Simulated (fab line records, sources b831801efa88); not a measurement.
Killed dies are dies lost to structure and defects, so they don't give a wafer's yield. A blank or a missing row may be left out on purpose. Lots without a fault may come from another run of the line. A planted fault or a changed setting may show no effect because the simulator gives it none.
A struck lot beside a sound one | flow sky130 | 19 steps out of a route of 708
Sound: wafers L156.1, L156.4, L156.6. Struck: wafers L165.4, L165.5, L165.6. The cause comes at the end.
At each step with rows: each side's tool, then ch and its chambers, then its first start. Under that, the readings that differ: sound wafers | struck wafers | difference of the means | sigmas: that difference in standard deviations of wafers without a fault.
alike: readings whose means differ by less than 2 such deviations, and words and numbers that are the same on both sides. not compared: withheld readings, readings that some wafer has no value for, bounds like >300 that may hide the same value, and numbers for which the record gives no deviation and whose values overlap.
The two part at a step that has a row with sigmas, a row that says differs or no value, or rows on one side only. Numbers that don't overlap but have no deviation are shown without sigmas and don't part them. A reading that every wafer of one side lacks parts them only if that side has two wafers or more.

SKY_SONOS_TUNNEL_TW_MEAS_12:
  sound on film_metro-01, day 11 16:11; struck on film_metro-02, day 14 11:19
  alike: SONOS_TUNNEL_TW
then, 2 steps without rows for these wafers: SKY_SONOS_TUNNEL_CLEAN_13 (cleans in dHF, time 20 s); SKY_SONOS_ONO_OXIDATION_00 (stabilise 600 s, purge 300 s, target thk 2.6 nm).
SKY_SONOS_ONO_THK_MEAS_01:
  sound on film_metro-01, day 11 22:42; struck on film_metro-03, day 14 13:38
  alike: SONOS_ONO_OXIDATION_THK
then, 1 step without rows for these wafers: SKY_SONOS_ONO_CVD_02 (deposits Si3N4 from DCS/NH3, target thk 10.5 nm, time 180 s).
SKY_SONOS_ONO_THK_MEAS_03:
  sound on film_metro-03, day 12 00:15; struck on film_metro-04, day 14 15:16
  alike: SONOS_ONO_CVD_02_THK
then, 1 step without rows for these wafers: SKY_SONOS_ONO_CVD_04 (deposits SiO2 from SiH4/N2O, target thk 5.7199 nm).
SKY_SONOS_ONO_THK_MEAS_05:
  sound on film_metro-03, day 12 01:34; struck on film_metro-01, day 14 16:35
  reading                   | sound          | struck         | difference | sigmas
  SONOS_ONO_CVD_04_THK (nm) | 5.87 5.75 5.80 | 5.52 5.56 5.47 | -0.29      | -3
then, 4 steps without rows for these wafers: SKY_SONOS_ONO_DEHYDRATE_06 (time 60 s); SKY_SONOS_ONO_HMDS_07 (prime time 60 s); SKY_SONOS_ONO_COAT_08 (resist thk 1140 nm); SKY_SONOS_ONO_SOFTBAKE_09 (time 60 s).
SKY_SONOS_ONO_EXPOSE_10: exposes mask ONOM, target cd 410 nm.
  sound on iline_stepper-02 ch 0, day 12 13:31; struck on iline_stepper-01 ch 0, day 15 05:27
  reading                           | sound                | struck            | difference | sigmas
  model.SONOS_ONO.overlay_x_nm (nm) | 0.8488 0.8488 0.8488 | 46.89 46.89 46.89 | +46.04     |
  alike: mask
then, 2 steps without rows for these wafers: SKY_SONOS_ONO_PEB_11; SKY_SONOS_ONO_DEVELOP_12 (develop time 60 s).
SKY_SONOS_ONO_CD_MEAS_13: target cd 410 nm.
  sound on cd_sem-02, day 13 00:31; struck on cd_sem-01, day 15 18:01
  alike: cd_nm
SKY_SONOS_ONO_OVL_MEAS_14:
  sound on overlay-01, day 13 00:38; struck on overlay-02, day 15 18:06
  reading            | sound       | struck         | difference | sigmas
  SONOS_ONO_OVL (nm) | 0.6 1.2 0.9 | 46.8 47.3 47.2 | +46.2      | +29
SKY_SONOS_ONO_ETCH_15: etches the open film in CHF3/O2, target depth 19.52 nm, time 7.8 s.
  sound on rie_diel-01 ch 0,3, day 13 00:40; struck on rie_diel-02 ch 0,3, day 15 18:08
  alike: chf3_flow_sccm, drypump_motor_current_A, oes_product_au, throttle_valve_pct
  not compared: rf_hours_counter_h
-- the record jumps here: 32 days lie between the struck wafers' starts before and after (it left off in module SONOS_ONO and takes up again in module PAD_OPEN, whose first step shown is number 708 of the route) --
SKY_PAD_OPEN_PROBE_99:
  sound on prober-02, day 46 02:47; struck on prober-01, day 47 23:15
  alike: killed_at_M0_to_M3, killed_at_M4_up, killed_at_contacts, killed_at_front_end, killed_at_other, killed_dies, killed_open, killed_short

WHERE THEY PART
First at SKY_SONOS_ONO_THK_MEAS_05; last, within this record, at SKY_SONOS_ONO_OVL_MEAS_14. Later steps at which nothing parts them and some readings are alike: SKY_SONOS_ONO_ETCH_15, SKY_PAD_OPEN_PROBE_99.

WHY: what the simulator had put in
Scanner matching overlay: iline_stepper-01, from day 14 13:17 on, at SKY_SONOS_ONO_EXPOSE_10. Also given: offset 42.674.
